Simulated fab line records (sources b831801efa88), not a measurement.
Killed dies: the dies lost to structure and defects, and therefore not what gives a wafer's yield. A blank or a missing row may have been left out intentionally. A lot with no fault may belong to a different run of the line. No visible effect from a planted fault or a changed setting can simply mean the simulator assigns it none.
2 desks looking at one fault -- flow gf180mcu -- numbers are kept per desk, each desk with only its own; the story behind them comes last

## AT THE METROLOGY DESK
Lot by lot, what the gauges showed, no matter which tool ran the lot: averages of those sampled wafers that carry a number. The brackets show how far a lot's mean lies from the usual mean; more than 4 standard deviations puts the lot out of limits, marked OUT.
Columns: A = cdNm at GF_M5_CD_MEAS_07, usual 280.3 nm; B = M5_OVL at GF_M5_OVL_MEAS_08, usual 0 nm
lot,first seen here,A,B
L632,day 28 07:29,277.9,-9
L633,day 28 19:15,280.1,-2
L639,day 30 14:55,281.8,-3
L646,day 31 20:17,284.7,-3
L647,day 32 02:53,281.4,1
L648,day 32 10:56,282.6,-7
Result from this desk: across the 6 lots, nothing is out of limits.

## DESK OF THE TOOL OWNER: lithoTrack-04
The tool's own readings at GF_M5_PEB_05 (peb time 90 s): means of the sampled wafers that have a number, for each lot that ran on this tool. The brackets show how far a lot's mean lies from the usual mean; more than 4 standard deviations puts the lot out of limits, marked OUT.
Columns: A = heaterPowerTotalW at GF_M5_PEB_05, usual 85.69 W
lot,first seen here,A
L632,day 28 07:10,85.67
L646,day 31 19:56,88.58 (+36) OUT
L648,day 32 10:35,88.57 (+36) OUT
This desk finds L646, L648 out of limits, L646 being first, at day 31 19:56 (heaterPowerTotalW at GF_M5_PEB_05). L632: within limits.

## BROUGHT TOGETHER
The tool owner's desk had the chance to raise an alarm at day 31 19:56 on L646, L648.
Nothing out of limits was seen by the metrology desk.
The metrology desk holds a record of L646, L648, inside its limits.
All the named lots went through GF_M5_PEB_05 on lithoTrack-04.

## WHAT THE SIMULATOR PUT IN
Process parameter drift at GF_M5_PEB_05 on lithoTrack-04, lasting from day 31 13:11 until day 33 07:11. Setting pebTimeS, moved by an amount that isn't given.
Struck lots among those shown: L646, L648.
Delay in hours, fault start to first out-of-limits reading, by desk: the tool owner's desk at 7.
